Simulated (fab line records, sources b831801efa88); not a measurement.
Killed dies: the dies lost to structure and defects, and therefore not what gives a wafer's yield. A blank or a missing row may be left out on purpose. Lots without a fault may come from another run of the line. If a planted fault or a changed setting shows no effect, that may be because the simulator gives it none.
Chamber matching | flow sky130 | SKY_VIA3_CMP_02 on cmp-02 has 4 sister chambers
The step polishes SiO2. 22 wafers are shown with their chamber, then 11 later ones without.

EACH WAFER AND ITS CHAMBER
wafer  | chamber | motor current A (A) | slurry flow ml min | retaining ring pressure frac
L074.1 | 2       | 14.1                | 150.4              | 0.998
L074.2 | 1       | 12.8                | 149.0              | 1.009
L074.3 | 3       | 9.5                 | 150.2              | 1.003
L075.1 | 2       | 13.6                | 149.9              | 1.003
L075.4 | 0       | 10.8                | 149.9              | 0.998
L075.5 | 0       | 11.4                | 149.8              | 1.003
L077.1 | 1       | 12.7                | 149.5              | 1.001
L077.4 | 3       | 9.5                 | 150.5              | 0.996
L077.5 | 2       | 13.4                | 150.3              | 0.999
L078.3 | 0       | 10.9                | 150.4              | 1.005
L078.5 | 0       | 11.5                | 149.8              | 1.005
L078.6 | 3       | 9.7                 | 150.4              | 0.992
L083.1 | 1       | 13.5                | 149.2              | 1.000
L083.2 | 2       | 13.8                | 149.9              | 1.000
L083.4 | 0       | 11.5                | 149.7              | 1.002
L084.2 | 1       | 12.7                | 148.5              | 0.997
L084.3 | 2       | 12.7                | 150.2              | 0.999
L084.4 | 3       | 9.1                 | 149.5              | 0.996
L087.1 | 3       | 9.6                 | 149.9              | 0.998
L087.4 | 2       | 13.8                | 149.7              | 1.003
L087.5 | 2       | 13.5                | 149.6              | 0.997
L090.1 | 3       | 9.4                 | 149.9              | 0.998

SIGNATURES (averages over the wafers above)
reading                      | chamber 0 | chamber 1 | chamber 2 | chamber 3 | scatter within a chamber
motor current A              | 11.220    | 12.925    | 13.557    | 9.467     | 0.358
slurry flow ml min           | 149.920   | 149.050   | 150.000   | 150.067   | 0.341
retaining ring pressure frac | 1.00260   | 1.00175   | 0.99986   | 0.99717   | 0.00341
Rule: a wafer's distance from a chamber is the root of the sum, over the readings, of the square of ((its reading less the chamber's mean) divided by the reading's scatter). If the next closest chamber is less than 2 further off than the closest, the wafer can't be placed; otherwise it belongs to the closest. How the scatter is found: for the shown wafers, subtract from each reading the mean of its chamber, square and add these, divide the total by (wafers less chambers), then take the root.

WAFERS WITH NO CHAMBER GIVEN
wafer  | motor current A (A) | slurry flow ml min | retaining ring pressure frac
L090.3 | 11.5                | 150.4              | 0.999
L090.6 | 11.3                | 150.8              | 0.998
L094.2 | 12.7                | 150.9              | 1.005
L094.4 | 14.2                | 150.2              | 1.001
L094.5 | 12.4                | 150.6              | 0.998
L096.2 | 14.0                | 149.5              | 1.001
L096.3 | 9.3                 | 150.1              | 0.992
L096.4 | 13.1                | 149.1              | 1.008
L097.2 | 14.1                | 150.2              | 1.000
L097.4 | 13.1                | 150.8              | 1.005
L097.6 | 9.1                 | 150.1              | 1.002

CHAMBER TAKEN BY EACH
wafer  | from the rows above          | in truth
L090.3 | 0                            | 0
L090.6 | 0                            | 0
L094.2 | can't be placed: 2 or 0 or 1 | 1
L094.4 | 2                            | 2
L094.5 | can't be placed: 2 or 0 or 1 | 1
L096.2 | can't be placed: 2 or 1      | 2
L096.3 | 3                            | 3
L096.4 | can't be placed: 1 or 2      | 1
L097.2 | 2                            | 2
L097.4 | 2                            | 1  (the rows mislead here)
L097.6 | 3                            | 3
Correctly placed: 6 of 11. Unplaceable from these rows: 4, with the true chamber sitting among the candidates in 4. Number placed wrongly: 1.
